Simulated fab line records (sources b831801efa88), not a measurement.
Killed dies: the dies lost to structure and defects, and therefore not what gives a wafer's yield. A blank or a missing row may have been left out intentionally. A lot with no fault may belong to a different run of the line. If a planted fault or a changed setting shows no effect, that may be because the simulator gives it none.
2 desks looking at one fault	flow gf180mcu	numbers are kept per desk, each desk with only its own; the story behind them comes last

## THE TOOL OWNER'S DESK: pvd sputter-03
The tool's own readings at GF_M4_SPUTTER_00 (material Ti, target thk 37.5 nm, time 150 s): means of the sampled wafers that have a number, for each lot that ran on this tool. Marked OUT: a lot whose mean sits more than 4 standard deviations from the usual mean, which makes it out of limits; the brackets give that distance.
Columns: A = throttle valve pct at GF_M4_SPUTTER_00, usual 30.1 %
lot	first seen here	A
L812	day 23 01:59	28.6
L828	day 28 08:40	31.0
This desk's finding: nothing out of limits on any of the 2 lots.

## THE METROLOGY DESK
What the gauges read for every lot (on any tool): the sampled wafers with a number, averaged. Marked OUT: a lot whose mean sits more than 4 standard deviations from the usual mean, which makes it out of limits; the brackets give that distance.
Columns: A = V3_OVL at GF_V3_OVL_MEAS_15, usual -3 nm; B = V3_W_RS at GF_V3_RS_MEAS_24, usual 0.329 ohm/sq; C = V3_W_THK at GF_V3_THK_MEAS_25, usual 346 nm
lot	first seen here	A	B	C
L810	day 22 05:08	-12	0.321	356
L811	day 22 17:13	4	0.326	344
L812	day 23 00:34	1	0.329	351
L828	day 28 06:44	-3	0.326	344
L832	day 29 21:26	4	0.327	350
This desk's finding: nothing out of limits on any of the 5 lots.

## PUT TOGETHER
The tool owner's desk saw nothing out of limits.
At the metrology desk, nothing out of limits was observed.

## WHAT WAS PUT IN BY THE SIMULATOR
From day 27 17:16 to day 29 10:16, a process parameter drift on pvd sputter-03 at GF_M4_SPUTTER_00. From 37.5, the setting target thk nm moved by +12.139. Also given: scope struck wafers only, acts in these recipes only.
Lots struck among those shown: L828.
